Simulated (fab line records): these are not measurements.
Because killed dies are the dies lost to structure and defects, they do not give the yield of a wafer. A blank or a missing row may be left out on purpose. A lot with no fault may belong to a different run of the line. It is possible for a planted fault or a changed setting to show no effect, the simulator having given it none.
A struck lot beside a sound one + flow sky130 + 15 steps out of a route of 708
Sound: the wafers L958.1, L958.3, L958.4. Wafers L971.3, L971.4, L971.6 were the ones struck. The cause is named last.
Per side, at each step with rows, come the tool, then ch with its chambers, and then its first start. Under that, the readings that differ: sound wafers + struck wafers + difference of the means + sigmas: that difference in standard deviations of wafers without a fault.
alike: words and numbers the same on both sides, and readings whose means are apart by under 2 such deviations; not compared: readings that were withheld, readings missing a value for some wafer, numbers with overlapping values and no deviation given by the record, and bounds like >300 which may hide the same value.
A row with sigmas, a row that says differs or no value, or rows on one side alone: a step with any of these is where the two part. Numbers that don't overlap but have no deviation are shown without sigmas and don't part them. Lack of a reading on every wafer of one side parts them only where that side has two or more wafers.

first, 4 steps without rows for these wafers: SKY_VIA2_SOFTBAKE_08 (time 90 s); SKY_VIA2_EXPOSE_09 (exposes mask VIM2, target cd 200 nm); SKY_VIA2_PEB_10; SKY_VIA2_DEVELOP_11 (develop time 60 s).
SKY_VIA2_CD_MEAS_12: target cd 200 nm.
  sound on cdSem-01, day 38 08:25; struck on cdSem-01, day 41 19:17
  alike: cdNm
SKY_VIA2_OVL_MEAS_13:
  sound on overlay-02, day 38 08:32; struck on overlay-01, day 41 19:23
  alike: VIA2_OVL
SKY_VIA2_ETCH_14: etches BARC in N2/H2, stops on SiO2, time 45.9 s, target depth 60 nm.
  sound on rieDiel-04 ch 0,2,3, day 38 08:34; struck on rieDiel-04 ch 0,2,3, day 41 19:25
  alike: drypumpMotorCurrentA, oesProductAu, throttleValvePct
  not compared: rfHoursCounterH
SKY_VIA2_ETCH_15: etches SiO2 in C4F8/O2/Ar, stops on TiN, target depth 546 nm, time 84 s.
  sound on rieDiel-04 ch 0,2,3, day 38 08:37; struck on rieDiel-04 ch 0,2,3, day 41 19:27
  alike: oesProductAu
  not compared: rfHoursCounterH
SKY_VIA2_STRIP_16: strips in O2/N2.
  sound on plasmaAsher-01 ch 0,1, day 38 08:41; struck on plasmaAsher-01 ch 0,1, day 41 19:32
  alike: drypumpMotorCurrentA, o2FlowSccm, oesProductAu, stripTimeToEndpointS
  not compared: rfHoursCounterH
then, 3 steps without rows for these wafers: SKY_VIA2_STRIP_17 (strips in post etch residue remover, time 1200 s); SKY_VIA2_CLEAN_18 (cleans in IPA, time 180 s); SKY_VIA2_CLEAN_19 (cleans in O3/DIW).
SKY_VIA2_SPUTTER_20: material TiN, target thk 20 nm, time 80 s.
  sound on pvdSputter-04, day 38 09:16; struck on pvdSputter-01, day 41 20:06
  no value came back on the struck wafers for cathodeDcPowerW (W), chamberPressurePa (Pa), throttleValvePct (%); on the sound wafers cathodeDcPowerW (W) reads 3999.4 4000.6 3999.6
SKY_VIA2_CVD_21: deposits W, target thk 420 nm, time 126.4 s.
  sound on cvdW-01 ch 0,1, day 38 09:20; struck on cvdW-01 ch 0,1, day 41 20:13
  alike: heaterPowerW
-- the record jumps here: 8 days lie between the struck wafers' starts before and after (it left off in module VIA2 and takes up again in module PAD_OPEN, whose first step shown is number 708 of the route) --
SKY_PAD_OPEN_PROBE_99:
  sound on prober-01, day 47 10:46; struck on prober-02, day 50 02:16
| reading                 | sound          | struck         | difference | sigmas |
|-------------------------|----------------|----------------|------------|--------|
| defectLimitedYield (%)  | 84.3 85.4 81.9 | 0 0 0          | -84        | -44    |
| killed_at_M0_to_M3      | 36 42 53       | 462 457 455    | +414       | +58    |
| killedDies              | 77 72 89       | 492 492 492    | +413       | +44    |
| killedOnRim             | 17 18 23       | 96 96 96       | +77        | +19    |
| sort_bin_5_function (%) | 8.5 8.3 12.2   | 93.5 93.3 92.5 | +83.4      | +56    |
| sortNPass               | 415 420 403    | 0 0 0          | -413       | -44    |
| sortYieldPct (%)        | 84.3 85.4 81.9 | 0 0 0          | -84        | -44    |
  alike: killed_at_M4_up, killedAtContacts, killedAtFrontEnd, killedAtOther, killedOpen, killedShort, sort_bin_3_pad_short, sort_bin_6_memory

## WHERE THEY PART
At SKY_VIA2_SPUTTER_20 first; at SKY_PAD_OPEN_PROBE_99 last (within this record only).

WHY: the cause the simulator had injected
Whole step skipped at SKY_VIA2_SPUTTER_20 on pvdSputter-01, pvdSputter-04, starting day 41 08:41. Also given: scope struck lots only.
